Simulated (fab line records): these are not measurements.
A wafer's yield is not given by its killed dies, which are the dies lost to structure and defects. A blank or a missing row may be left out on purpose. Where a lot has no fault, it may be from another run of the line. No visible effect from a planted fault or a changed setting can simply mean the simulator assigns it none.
fab line records -- flow sfq-line
[record] lots = 5, wafers = 15, last-day = 92
route steps=325 shown JJ@193 M5@198
lots that met no fault: taken from a fault-free run of the same line
start-h: hours from the record's first day to the start of the lot's first wafer shown -- wait-h: how many hours have passed since the lot's step before this one -- " as in the row above -- L1.1+2: one row covering several wafers at once -- - either no value or no given start -- * or withheld: withheld -- < > ~ a bound
route shown NAME@n: NAME is a module with steps in the file, n the number in the route of the first one -- usual: the fault-free wafers' mean and standard deviation -- same: alike in all rows -- chamber/n: place in a boat -- sites: readings site by site -- _std_site: standard deviation of those values -- _edge_site: the outer-site mean with the inner-site mean subtracted -- radius-mm: for every site, how far away it sits from the centre of the wafer -- mask NAME#n: copy n -- behind: tool/chamber where the wafer was last shaped -- hold: why the lot went on hold/how many hours it stayed there/how the hold came to an end -- device: the n, p or np transistor that did not switch -- end of line: the tests these same wafers got at the end of their route -- a step with no rows: only its recipe -- killed: not the wafer's yield, but the dies lost to structure and defects at the first sort -- map: shows each die of a wafer: x if killed, . if not, _ if none is there
set.NAME: the setting that was run; set.NAME@STEP: the one run at that earlier step -- model.NAME: the simulator's own value behind a step, which no gauge read
lots seen at some steps along the route; tables by step, rows by wafer
services: a tool's chamber out of use, with start hour (start-h, from the record's first day; less than 0 if before it), hours out, and reason
[[steps]]
[step SFQ_TRILAYER_JJ_CE_BARC_OPEN_RIE_150]
[recipe] mask-material = PR, chemistry = O2, target-depth-nm = 240, target = BARC, icp-w = 600, bias-w = 80, pressure-mtorr = 10, time-s = 80
[usual] drypump-motor-current-A = 5.5/0.3, oes-product-au = 0.538/0.0046
lot.wafer,tool,chamber,start-h,wait-h,drypump-motor-current-A,oes-product-au,rf-hours-counter-h
L528.1,rie-metal-01,0,1462.63,1.0,5.3,0.542,27
L528.2,rie-metal-01,1,1462.63,1.0,6.0,0.543,32
L528.3,rie-metal-01,0,1462.63,1.0,5.3,0.546,-
L538.1,rie-metal-03,1,1625.78,1.0,5.1,0.546,72
L538.4,rie-metal-03,0,1625.78,1.0,5.9,0.537,-
L538.6,rie-metal-03,1,1625.78,1.0,5.1,0.535,-
L544.2,rie-metal-03,1,1647.38,0.8,5.2,0.534,75
L544.3,rie-metal-03,0,1647.38,0.8,5.9,0.539,-
L544.4,rie-metal-03,1,1647.38,0.8,5.1,0.540,-
L547.3,rie-metal-03,0,1659.42,0.6,5.9,0.534,-
L547.4,rie-metal-03,1,1659.42,0.6,5.2,0.540,-
L547.5,rie-metal-03,1,1659.42,0.6,5.2,0.536,-
L548.1,rie-metal-01,0,1662.98,1.0,5.3,0.534,52
L548.2,rie-metal-01,1,1662.98,1.0,6.0,0.536,57
L548.5,rie-metal-01,0,1662.98,1.0,5.3,0.533,-
[step SFQ_TRILAYER_JJ_CE_ETCH_RIE_118]
[recipe] target = Nb, stop-on = Al2O3, mask-material = PR, taper-deg = 13.257, over-etch-frac = 0.15, time-s = 97.7, chemistry = SF6, target-depth-nm = 170, icp-w = 600, bias-w = 80, pressure-mtorr = 10
[usual] drypump-motor-current-A = 5.5/0.3, oes-product-au = 0.989/0.011
[same] over-etch-frac = 0.15
lot.wafer,tool,chamber,start-h,wait-h,drypump-motor-current-A,oes-product-au,rf-hours-counter-h
L528.1,rie-metal-01,0,1462.72,0.1,5.3,0.966,27
L528.2,rie-metal-01,1,1462.72,0.1,6.0,1.003,32
L528.3,rie-metal-01,0,1462.72,0.1,5.3,0.969,-
L538.1,rie-metal-03,1,1625.88,0.1,5.2,0.998,72
L538.4,rie-metal-03,0,1625.88,0.1,6.0,1.004,-
L538.6,rie-metal-03,1,1625.88,0.1,5.2,0.994,-
L544.2,rie-metal-03,1,1647.48,0.1,5.2,1.000,75
L544.3,rie-metal-03,0,1647.48,0.1,5.9,0.992,-
L544.4,rie-metal-03,1,1647.48,0.1,5.1,0.994,-
L547.3,rie-metal-03,0,1659.51,0.1,5.9,1.002,-
L547.4,rie-metal-03,1,1659.51,0.1,5.1,0.996,-
L547.5,rie-metal-03,1,1659.51,0.1,5.2,0.990,-
L548.1,rie-metal-01,0,1663.08,0.1,5.3,0.960,52
L548.2,rie-metal-01,1,1663.08,0.1,6.0,0.990,57
L548.5,rie-metal-01,0,1663.08,0.1,5.3,0.969,-
[step SFQ_TRILAYER_JJ_ANODIZE_ANODIZE_119]
[recipe] current-density-ma-cm2 = withheld, end-current-density-ma-cm2 = withheld, bath-temp-c = withheld
[step SFQ_TRILAYER_JJ_CE_STRIP_STRIP_120]
[recipe] gas = O2, power-w = 200, platen-temp-c = 40, overash-fraction = 0.65, chemistry = O2, pressure-mtorr = 50
[usual] drypump-motor-current-A = 5.5/0.33, oes-product-au = 0.999/0.017
lot.wafer,tool,chamber,start-h,wait-h,drypump-motor-current-A,oes-product-au,rf-hours-counter-h
L528.1,rie-metal-03,1,1463.33,0.0,5.2,0.993,54
L528.2,rie-metal-03,0,1463.33,0.0,5.9,1.029,69
L528.3,rie-metal-03,0,1463.33,0.0,5.9,1.022,-
L538.1,rie-metal-04,0,1626.48,0.0,5.4,1.026,11
L538.4,rie-metal-04,1,1626.48,0.0,5.5,0.996,-
L538.6,rie-metal-04,1,1626.48,0.0,5.5,0.994,-
L544.2,rie-metal-01,0,1648.13,0.0,5.3,0.961,50
L544.3,rie-metal-01,1,1648.13,0.0,6.0,0.984,-
L544.4,rie-metal-01,0,1648.13,0.0,5.3,0.968,-
L547.3,rie-metal-04,1,1660.28,0.2,5.5,0.985,-
L547.4,rie-metal-04,0,1660.28,0.2,5.4,1.023,-
L547.5,rie-metal-04,0,1660.28,0.2,5.4,1.015,-
L548.1,rie-metal-04,0,1663.68,0.0,5.4,1.018,17
L548.2,rie-metal-04,1,1663.68,0.0,5.5,0.992,97
L548.5,rie-metal-04,1,1663.68,0.0,5.5,0.984,-
[step SFQ_TRILAYER_JJ_CE_STRIP_SOLV_CLEAN_121]
[recipe] chemistry = NMP, temp-c = 70, time-s = 600
[step SFQ_TRILAYER_M5_LITHO_COAT_128]
[recipe] resist = BARC, spin-rpm = 3000, resist-thk-nm = 62
[step SFQ_TRILAYER_M5_LITHO_COAT_123]
[recipe] resist = KrF, spin-rpm = 3000, resist-thk-nm = 600
[step SFQ_TRILAYER_M5_LITHO_SOFTBAKE_127]
[recipe] temp-c = withheld, time-s = withheld, resist = KrF
[step SFQ_TRILAYER_M5_LITHO_EXPOSE_124]
[recipe] mask-id = M5, na = 0.6, source-shape = conventional, sigma-outer = 0.65, target-cd-nm = 700, dose-mj = 14.4
[step SFQ_TRILAYER_M5_LITHO_PEB_126]
[recipe] peb-temp-c = 115, peb-time-s = 60, resist = KrF
[step SFQ_TRILAYER_M5_LITHO_DEVELOP_125]
[recipe] time-s = 60, resist = KrF
[step SFQ_M5_OVL_MEAS_932]
[usual] M5_OVL = -4/5.3
lot.wafer,tool,chamber,start-h,wait-h,M5_OVL[nm]
L528.1,overlay-02,-,1570.94,0.1,-4
L528.2,overlay-02,-,1570.94,0.1,-3
L528.3,overlay-02,-,1570.94,0.1,-4
L538.1,overlay-02,-,1694.49,0.1,1
L538.4,overlay-02,-,1694.49,0.1,-1
L538.6,overlay-02,-,1694.49,0.1,0
L544.2,overlay-02,-,1732.11,0.1,-7
L544.3,overlay-02,-,1732.11,0.1,-6
L544.4,overlay-02,-,1732.11,0.1,-10
L547.3,overlay-01,-,1752.38,0.1,2
L547.4,overlay-01,-,1752.38,0.1,-4
L547.5,overlay-01,-,1752.38,0.1,6
L548.1,overlay-02,-,1757.17,0.1,-4
L548.2,overlay-02,-,1757.17,0.1,-14
L548.5,overlay-02,-,1757.17,0.1,-6
[step SFQ_TRILAYER_M5_BARC_OPEN_METAL_ETCH_161]
[recipe] mask-material = PR, chemistry = O2, target-depth-nm = 125, target = BARC, icp-w = 600, bias-w = 80, pressure-mtorr = 10, time-s = 41.7
[usual] drypump-motor-current-A = 5.7/0.43, oes-product-au = 0.685/0.0047
lot.wafer,tool,chamber,start-h,wait-h,drypump-motor-current-A,oes-product-au,rf-hours-counter-h,model.KrF_of_TRILAYER_M5_LITHO_COAT_123.thk-nm
L528.1,rie-metal-03,1,1570.98,0.0,5.1,0.689,62,523.2
L528.2,rie-metal-03,0,1570.98,0.0,5.9,0.688,78,522.3
L528.3,rie-metal-03,0,1570.98,0.0,5.9,0.678,-,521.4
L538.1,rie-metal-03,1,1694.52,0.0,5.1,0.666,83,521
L538.4,rie-metal-03,1,1694.52,0.0,5.1,0.678,-,522.8
L538.6,rie-metal-03,0,1694.52,0.0,5.9,0.682,-,522.9
L544.2,rie-metal-02,1,1732.14,0.0,6.3,0.684,28,523.3
L544.3,rie-metal-02,1,1732.14,0.0,6.3,0.695,-,521.6
L544.4,rie-metal-02,0,1732.14,0.0,5.5,0.684,-,523.3
L547.3,rie-metal-04,0,1752.43,0.0,5.4,0.688,-,520.8
L547.4,rie-metal-04,1,1752.43,0.0,5.5,0.682,-,522.9
L547.5,rie-metal-04,0,1752.43,0.0,5.4,0.690,-,520.4
L548.1,rie-metal-02,1,1757.21,0.0,6.3,0.679,31,523.8
L548.2,rie-metal-02,0,1757.21,0.0,5.6,0.685,5,523.8
L548.5,rie-metal-02,0,1757.21,0.0,5.5,0.684,-,525.1
[step SFQ_TRILAYER_M5_ETCH_METAL_ETCH_126]
[recipe] target = Nb, stop-on = SiO2, mask-material = PR, over-etch-frac = 0.15, time-s = 203.2, chemistry = Cl2/BCl3, target-depth-nm = 265, icp-w = 600, bias-w = 80, pressure-mtorr = 10
[usual] drypump-motor-current-A = 5.7/0.43, oes-product-au = 0.728/0.0057
[same] over-etch-frac = 0.15
lot.wafer,tool,chamber,start-h,wait-h,drypump-motor-current-A,oes-product-au,rf-hours-counter-h
L528.1,rie-metal-03,1,1571.04,0.0,5.2,0.723,62
L528.2,rie-metal-03,0,1571.04,0.0,5.9,0.721,78
L528.3,rie-metal-03,0,1571.04,0.0,5.9,0.721,-
L538.1,rie-metal-03,1,1694.58,0.0,5.2,0.728,83
L538.4,rie-metal-03,1,1694.58,0.0,5.2,0.739,-
L538.6,rie-metal-03,0,1694.58,0.0,5.9,0.728,-
L544.2,rie-metal-02,1,1732.20,0.0,6.3,0.731,28
L544.3,rie-metal-02,1,1732.20,0.0,6.3,0.731,-
L544.4,rie-metal-02,0,1732.20,0.0,5.5,0.732,-
L547.3,rie-metal-04,0,1752.53,0.1,5.4,0.729,-
L547.4,rie-metal-04,1,1752.53,0.1,5.5,0.735,-
L547.5,rie-metal-04,0,1752.53,0.1,5.4,0.732,-
L548.1,rie-metal-02,1,1757.27,0.0,6.3,0.720,31
L548.2,rie-metal-02,0,1757.27,0.0,5.5,0.721,5
L548.5,rie-metal-02,0,1757.27,0.0,5.6,0.726,-
[[services]]
tool,chamber,start-h,hours,kind
rie-metal-03,-,1447.47,2.8,pm
rie-metal-02,-,1451.27,0.7,repair
rie-metal-01,-,1474.81,1.4,pm
rie-metal-04,0,1519.39,-,clean
rie-metal-04,0,1519.39,-,consumable-replace:focus-ring
rie-metal-04,0,1519.39,33.6,scheduled-down
rie-metal-04,0,1519.39,33.6,vent-cycle
rie-metal-02,1,1539.92,-,clean
rie-metal-02,1,1539.92,-,consumable-replace:focus-ring
rie-metal-02,1,1539.92,20.4,scheduled-down
rie-metal-02,1,1539.92,20.4,vent-cycle
rie-metal-02,-,1585.15,2.8,pm
rie-metal-03,-,1600.04,2.0,repair
rie-metal-02,1,1615.20,3.7,repair
rie-metal-03,-,1622.14,0.2,repair
rie-metal-04,-,1642.61,1.8,repair
rie-metal-04,-,1679.48,15.6,pm
rie-metal-02,0,1685.57,-,clean
rie-metal-02,0,1685.57,-,consumable-replace:focus-ring
rie-metal-02,0,1685.57,25.0,scheduled-down
rie-metal-02,0,1685.57,25.0,vent-cycle
rie-metal-01,0,1752.37,4.8,repair
[[key]]
[first-sign] step = SFQ_TRILAYER_M5_BARC_OPEN_METAL_ETCH_161, reading = oes-product-au, direction = down, sigmas = 4, usual = 0.685, struck = 0.666
effect none on later readings
[model-effect] step = SFQ_TRILAYER_M5_BARC_OPEN_METAL_ETCH_161, value = KrF_of_TRILAYER_M5_LITHO_COAT_123.thk-nm, without = 524.1, struck = 521
met-at SFQ_TRILAYER_M5_BARC_OPEN_METAL_ETCH_161
struck-wafers L538.1
onset-between 1570.98 1694.52
[fault] kind = process-parameter-drift, tool = rie-metal-03, chamber = -, onset-h = 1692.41, steps = SFQ_TRILAYER_M5_BARC_OPEN_METAL_ETCH_161, channel = time-s, offset = *, shape = step, end-h = 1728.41, scope = struck-wafers-only, acts-in = *, stated = *
